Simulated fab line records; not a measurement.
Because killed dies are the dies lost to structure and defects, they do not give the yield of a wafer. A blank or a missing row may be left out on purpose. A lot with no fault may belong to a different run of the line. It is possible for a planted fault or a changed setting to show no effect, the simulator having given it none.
Matching of chambers    flow gf180mcu    GF_V1_CMP_26 on cmp-01: 4 sister chambers
The step polishes, stops on SiO2, t overpolish 15 s, target thk 0 nm. 4 wafers are shown with their chamber, then 7 later ones without.

## WAFERS, EACH WITH ITS CHAMBER
wafer   chamber  motor-current-A (A)
L274.5  1        9.1
L276.3  0        9.6
L276.6  2        11.4
L278.5  3        12.7

## WAFERS WITH NO CHAMBER GIVEN
wafer   motor-current-A (A)
L278.6  9.5
L281.2  12.6
L281.3  11.2
L281.6  9.1
L287.2  10.2
L287.4  8.9
L287.5  9.3

## THE CHAMBER EACH PASSED THROUGH
wafer   from the rows above      in truth
L278.6  can't be placed: 0 or 1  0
L281.2  3                        3
L281.3  2                        2
L281.6  can't be placed: 1 or 0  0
L287.2  can't be placed: 0 or 1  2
L287.4  can't be placed: 1 or 0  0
L287.5  can't be placed: 1 or 0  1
Correct placement for 2 of the 7. From these rows, 5 cannot be placed; in 4 the true chamber is one of the candidates. Wrongly placed: 0.
How it was worked out, from the rows above alone: a wafer's distance from a chamber is the root of the sum, over the readings, of the square of ((its reading less the chamber's mean) divided by the reading's scatter). If the next closest chamber is less than 2 further off than the closest, the wafer can't be placed; otherwise it belongs to the closest. Each chamber's mean is taken over the wafers shown for it. The scatter: with one shown wafer a chamber, the root of the mean of the squares of how far each hidden wafer lies from its nearest shown one.
